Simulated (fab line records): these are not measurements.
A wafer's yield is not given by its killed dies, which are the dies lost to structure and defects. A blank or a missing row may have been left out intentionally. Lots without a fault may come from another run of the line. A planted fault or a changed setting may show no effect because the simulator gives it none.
Problem report, 8D (eight disciplines) form, completed by code :: flow gf180mcu :: the parts of the form that need people (team, actions taken, sign-off) are left out

== 1. THE PROBLEM ==
Wafers free of any fault read 268.9 (standard deviation 1.7) for VT_IMPLANT_3_TW at GF_VT_IMPLANT_TW_MEAS_32, against a mean of 299.2 on 6 wafers of 2 lots. That puts it +18 standard deviations away from the usual mean.
The first sign was on wafer L654.1 at day 12 23:44, on film metro-04. Wafers with a number at this step in the record: 39, from 13 lots. The rule behind "out" and "out of limits": a value lying over 4 standard deviations away from the usual mean. The other wafers with a number count as sound.

== 2. WHAT IT IS; WHAT IT IS NOT ==
question: which readings at this step
is: VT_IMPLANT_3_TW
is not: -

question: which lots
is: L654, L655
is not: L633, L637, L638, L639, L641, L642, L643, L644, L646, L648, L649

question: which wafers of those lots
is: all that have a number
is not: -

question: read on which gauges
is: film metro-01, film metro-04
is not: film metro-02

question: when
is: from day 12 23:44
is not: up to then (33 sound wafers)

== 3. WHAT RULES OUT EACH SUSPECT ==
Counting: a tool stays on the suspect list if, at a process step up to the reading, it processed all lots that are out and no sound lot following the first of them.
- the gauge at GF_VT_IMPLANT_TW_MEAS_32: ruled out. The wafers that are out were read on 2 gauges (film metro-01, film metro-04).
- cmp-01 at GF_STI_CMP_25 (polishes, stops on Si3N4, t overpolish 33 s, target thk 524.6 nm): kept. All lots that are out passed through it, beginning with L654 at day 6 21:22, and no sound lot followed; its final sound lot before that point was L649 at day 5 15:10.
- implanter-04 at GF_VT_IMPLANT_IMPLANT_30: kept. All lots that are out passed through it, beginning with L654 at day 12 23:29, and no sound lot followed; its final sound lot before that point was L649 at day 11 11:05. Its own dose ions cm2, faraday current uA readings are out on those wafers.
After counting, cmp-01 at GF_STI_CMP_25 and implanter-04 at GF_VT_IMPLANT_IMPLANT_30 remain.

== 4. THE CAUSE (what the simulator had put in) ==
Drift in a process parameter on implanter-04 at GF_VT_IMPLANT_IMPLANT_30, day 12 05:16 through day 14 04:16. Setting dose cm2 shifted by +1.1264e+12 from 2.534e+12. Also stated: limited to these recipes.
Counting leaves 2 suspects; this tool is one of them.

== 5. THE CHAIN OF EFFECTS, in route order ==
One row per reading whose mean, taken over the struck wafers that have a number, lies over 3 standard deviations from the usual. Only readings whose record carries a usual standard deviation are examined. hours: median over the lots of the time between each lot's start at the first step of this table that gives one and its start at this step. sigmas: the change, counted in usual standard deviations.
hours: 0
step: GF_VT_IMPLANT_IMPLANT_30
reading: dose ions cm2
usual: 2.534e+12
on struck wafers: 3.662e+12
change: +1.128e+12
sigmas: +99 or more

hours: 0
step: GF_VT_IMPLANT_IMPLANT_30
reading: faraday current uA
usual: 14.28
on struck wafers: 20.74
change: +6.46
sigmas: +23

hours: 0
step: GF_VT_IMPLANT_TW_MEAS_32
reading: VT_IMPLANT_3_TW
usual: 268.9
on struck wafers: 299.2
change: +30.3
sigmas: +18
The process steps in it:
- GF_VT_IMPLANT_IMPLANT_30

== 6. HOW IT WOULD HAVE BEEN CAUGHT EARLIER ==
18 hours passed between the start of the fault at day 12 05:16 and the first reading out of limits at a measuring or inspecting step in this record, taken at day 12 23:44.
The tool's own readings at GF_VT_IMPLANT_IMPLANT_30 were out on every struck wafer that the step has a row for (dose ions cm2, faraday current uA): an alarm limit on them would have fired on the first of those.
Lots out: 2; of these, L655 started GF_VT_IMPLANT_IMPLANT_30 on implanter-04 after day 12 23:44. Putting the tool on hold at that point would have spared it.
